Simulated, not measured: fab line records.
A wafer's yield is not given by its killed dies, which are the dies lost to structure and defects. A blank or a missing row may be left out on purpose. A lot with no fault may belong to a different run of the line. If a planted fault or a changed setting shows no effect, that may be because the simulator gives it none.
Struck lot and sound lot, side by side -- flow sky130 -- 16 steps out of a route of 708
Sound: these wafers, L133.1, L133.5, L133.6. The struck wafers were L147.1, L147.3, L147.4. The cause is named last.
For every step that has rows: the tool of each side, followed by ch and its chambers, followed by its first start. Under that, the readings that differ: sound wafers -- struck wafers -- difference of the means -- sigmas: that difference in standard deviations of wafers without a fault.
alike: same words and numbers on both sides, and readings whose means sit less than 2 such deviations apart. not compared: any withheld reading, any reading some wafer has no value for, any bound like >300 that may hide the same value, and any number with overlapping values for which the record gives no deviation.
A row with sigmas, a row that says differs or no value, or rows on one side alone: a step with any of these is where the two part. Numbers that don't overlap but have no deviation are shown without sigmas and don't part them. A reading that every wafer of one side lacks parts them only if that side has two wafers or more.

first, 8 steps without rows for these wafers: SKY_CONTACT_DEHYDRATE_06 (time 60 s); SKY_CONTACT_HMDS_07 (prime time 60 s); SKY_CONTACT_COAT_08 (resist thk 60 nm); SKY_CONTACT_COAT_09 (resist thk 450 nm); SKY_CONTACT_SOFTBAKE_10 (time 90 s); SKY_CONTACT_EXPOSE_11 (exposes mask CTM1, target cd 170 nm); SKY_CONTACT_PEB_12; SKY_CONTACT_DEVELOP_13 (develop time 60 s).
SKY_CONTACT_CD_MEAS_14: the cd target is 170 nm.
  struck on cdSem-01, day 36 02:52; sound on cdSem-02, day 31 16:34
  alike: cdNm
SKY_CONTACT_OVL_MEAS_15:
  struck on overlay-01, day 36 02:59; sound on overlay-01, day 31 16:41
  alike: CONTACT_OVL
SKY_CONTACT_ETCH_16: etches BARC in N2/H2, stops on SiO2, time 45.9 s, target depth 60 nm.
  sound on rieDiel-04 ch 1,2,3, day 31 16:43; struck on rieDiel-04 ch 0,1,3, day 36 03:01
  alike: biasW, drypumpMotorCurrentA, oesProductAu, throttleValvePct
  not compared: rfHoursCounterH
SKY_CONTACT_ETCH_17: etches SiO2 in C4F8/O2/Ar, stops on Si3N4, target depth 340 nm.
  sound on rieDiel-04 ch 1,2,3, day 31 16:46; struck on rieDiel-04 ch 0,1,3, day 36 03:04
  alike: biasW, oesProductAu
SKY_CONTACT_ETCH_18: etches Si3N4 in CHF3/O2, stops on TiN, time 39 s, target depth 75 nm.
  sound on rieDiel-04 ch 1,2,3, day 31 16:00; struck on rieDiel-04 ch 0,1,3, day 36 03:00
reading,sound,struck,difference,sigmas
biasW (W),199.7 199.9 200.1,290.0 288.1 288.0,+88.8,+99 or more
model.TiN_of_LOCAL_INTERCONNECT_SPUTTER_00.thkNm (nm),101.1 101.6 101.5,96.74 98.58 98.34,-3.51,
  alike: drypumpMotorCurrentA, oesProductAu, throttleValvePct
  not compared: rfHoursCounterH, model.KrF-thick_of_CONTACT_COAT_09.thkNm
SKY_CONTACT_STRIP_19: strips in O2/N2.
  sound on plasmaAsher-02 ch 0,1, day 31 16:51; struck on plasmaAsher-01 ch 0,1, day 36 03:10
  alike: drypumpMotorCurrentA, o2FlowSccm, oesProductAu, stripTimeToEndpointS
  not compared: rfHoursCounterH
then, 1 step without rows for these wafers: SKY_CONTACT_STRIP_20 (strips in post etch residue remover, time 1200 s).
-- the record jumps here: 13 days lie between the struck wafers' starts before and after (it left off in module CONTACT and takes up again in module PAD_OPEN, whose first step shown is number 708 of the route) --
SKY_PAD_OPEN_PROBE_99:
  only the struck wafers here have rows in the record (prober-01, day 49 05:36); the sound ones have none

## WHERE THEY PART
Earliest at SKY_CONTACT_ETCH_18; latest, in this record, at SKY_PAD_OPEN_PROBE_99.

WHY: whatever the simulator had introduced
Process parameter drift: rieDiel-04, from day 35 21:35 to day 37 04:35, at SKY_CONTACT_ETCH_18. Setting biasW, moved by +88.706, from 200. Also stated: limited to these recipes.
